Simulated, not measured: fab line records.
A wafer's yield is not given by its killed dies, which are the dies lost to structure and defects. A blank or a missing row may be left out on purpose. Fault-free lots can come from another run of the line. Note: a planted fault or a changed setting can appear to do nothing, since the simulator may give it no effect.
Which of the tools did it? + flow gf180mcu + Sampling: 13 lots, 39 wafers, 3 of 602 route steps

WHAT EACH GAUGE READ, for each wafer
GF_DNWELL_TW_MEAS_09.
| lot  | measured    | on            | DNWELL_TW      |
|------|-------------|---------------|----------------|
| L315 | day 2 23:56 | film_metro-04 | 1360 1354 1356 |
| L318 | day 3 10:44 | film_metro-04 | 1343 1351 1354 |
| L319 | day 3 18:53 | film_metro-02 | 1334 1331 1341 |
| L320 | day 3 23:16 | film_metro-02 | 1331 1330 1331 |
| L321 | day 4 02:43 | film_metro-03 | 1381 1384 1381 |
| L322 | day 4 07:20 | film_metro-04 | 1337 1337 1341 |
| L323 | day 4 12:37 | film_metro-03 | 1366 1367 1372 |
| L326 | day 5 04:49 | film_metro-03 | 1358 1350 1359 |
| L327 | day 5 10:56 | film_metro-03 | 1374 1377 1363 |
| L328 | day 5 18:16 | film_metro-03 | 1365 1371 1370 |
| L329 | day 6 00:55 | film_metro-02 | 1322 1326 1325 |
| L337 | day 7 19:43 | film_metro-02 | 1334 1341 1347 |
| L338 | day 7 21:19 | film_metro-03 | 1388 1381 1376 |

GF_VT_IMPLANT_RS_MEAS_47: measures by four-point-probe.
| lot  | measured     | on            | NWELL_RS (ohm/sq) |
|------|--------------|---------------|-------------------|
| L315 | day 7 21:03  | film_metro-01 | 486.7 488.0 487.2 |
| L318 | day 8 08:55  | film_metro-02 | 486.7 486.1 487.5 |
| L319 | day 8 19:31  | film_metro-02 | 486.6 484.8 485.3 |
| L320 | day 8 23:53  | film_metro-04 | 485.9 487.9 486.9 |
| L321 | day 9 06:08  | film_metro-01 | 487.6 488.4 489.0 |
| L322 | day 9 10:22  | film_metro-01 | 487.5 488.9 488.4 |
| L323 | day 9 16:35  | film_metro-02 | 488.7 489.8 488.3 |
| L326 | day 10 15:29 | film_metro-04 | 487.2 486.8 486.3 |
| L327 | day 10 21:33 | film_metro-02 | 487.6 487.8 486.5 |
| L328 | day 11 07:30 | film_metro-01 | 485.6 486.2 485.2 |
| L329 | day 11 16:38 | film_metro-02 | 487.0 487.1 488.9 |
| L337 | day 13 23:53 | film_metro-01 | 496.2 497.2 496.2 |
| L338 | day 14 01:58 | film_metro-01 | 496.1 496.2 496.2 |

WHICH TOOL RAN EACH LOT (tool, then ch and the chambers of the sampled wafers, then the start)
| lot  | GF_NWELL_IMPLANT_09            |
|------|--------------------------------|
| L315 | implanter-04 ch 0, day 3 12:35 |
| L318 | implanter-04 ch 0, day 4 00:11 |
| L319 | implanter-03 ch 0, day 4 08:20 |
| L320 | implanter-04 ch 0, day 4 12:54 |
| L321 | implanter-03 ch 0, day 4 16:00 |
| L322 | implanter-03 ch 0, day 4 21:12 |
| L323 | implanter-03 ch 0, day 5 02:36 |
| L326 | implanter-04 ch 0, day 5 19:48 |
| L327 | implanter-04 ch 0, day 6 01:14 |
| L328 | implanter-04 ch 0, day 6 09:16 |
| L329 | implanter-03 ch 0, day 6 15:40 |
| L337 | implanter-04 ch 0, day 8 12:19 |
| L338 | implanter-04 ch 0, day 8 13:47 |
- GF_NWELL_IMPLANT_09

WHAT THE TOOLS THEMSELVES READ (means of the sampled wafers that have a number; where no wafer has one, the mark that the record gives instead)
GF_NWELL_IMPLANT_09.
| lot  | tool         | dose_ions_cm2 | faraday_current_uA |
|------|--------------|---------------|--------------------|
| L315 | implanter-04 | 4e+12         | 22.1               |
| L318 | implanter-04 | 4e+12         | 22.6               |
| L319 | implanter-03 | 4e+12         | 22.3               |
| L320 | implanter-04 | 4e+12         | 22.8               |
| L321 | implanter-03 | 4e+12         | 22.7               |
| L322 | implanter-03 | 4e+12         | 22.8               |
| L323 | implanter-03 | 4e+12         | 22.6               |
| L326 | implanter-04 | 4e+12         | 22.4               |
| L327 | implanter-04 | 4e+12         | 22.3               |
| L328 | implanter-04 | 4e+12         | 22.6               |
| L329 | implanter-03 | 4e+12         | 22.3               |
| L337 | implanter-04 | 4e+12         | 20.0               |
| L338 | implanter-04 | 4e+12         | 19.4               |

THE ANSWER, worked out from the rows above alone
Rule: the usual values come from the lots themselves. Put in order of their means at a reading, lots are off if they are a third of the lots or fewer, leave a main group of 4 or more, and stand apart from it by a gap of 3 or more times the standard deviation of the main group's means; of several such gaps the widest counts. A main group whose means are all the same, to the digits that the tables above print for the reading, isn't used. A lot without any number at a reading at which 4 lots or more have one is off too. Any other lot the step has rows for is counted as sound. After the gauges, taken in route order, come the tools' own readings; for these a lot's mean is taken, as printed above. The first step at which some lot is off is used, and at that step the reading that is off furthest; a lot without a number counts as furthest.
Off: L337, L338, at GF_VT_IMPLANT_RS_MEAS_47 (NWELL_RS). Mean 487.2 ohm/sq and standard deviation 1 in the main group.
A tool fits if, at a process step before that reading, it ran every lot that is off, and no sound lot after the first of them. Not tried: the gauges at GF_VT_IMPLANT_RS_MEAS_47; whatever is off there is also off at GF_NWELL_IMPLANT_09, on other tools, and gauge error can't account for it. One candidate fits, namely implanter-04 at GF_NWELL_IMPLANT_09. A fault onset in the window from L328 (day 6 09:16, its last sound lot) to L337 (day 8 12:19, its first lot off) fits.
The tool's own readings at GF_NWELL_IMPLANT_09 bear it out: on the lots that are off they differ by more than 5 times the standard deviation of the sound lots' means. faraday_current_uA reads 19.7 there against 22.5 on the sound lots.

WHAT THE SIMULATOR HAD INSERTED
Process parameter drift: implanter-04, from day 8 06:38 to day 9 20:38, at GF_NWELL_IMPLANT_09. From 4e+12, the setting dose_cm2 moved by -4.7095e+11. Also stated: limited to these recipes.
Shown lots that were struck: L337, L338. Same finding as the rule above.
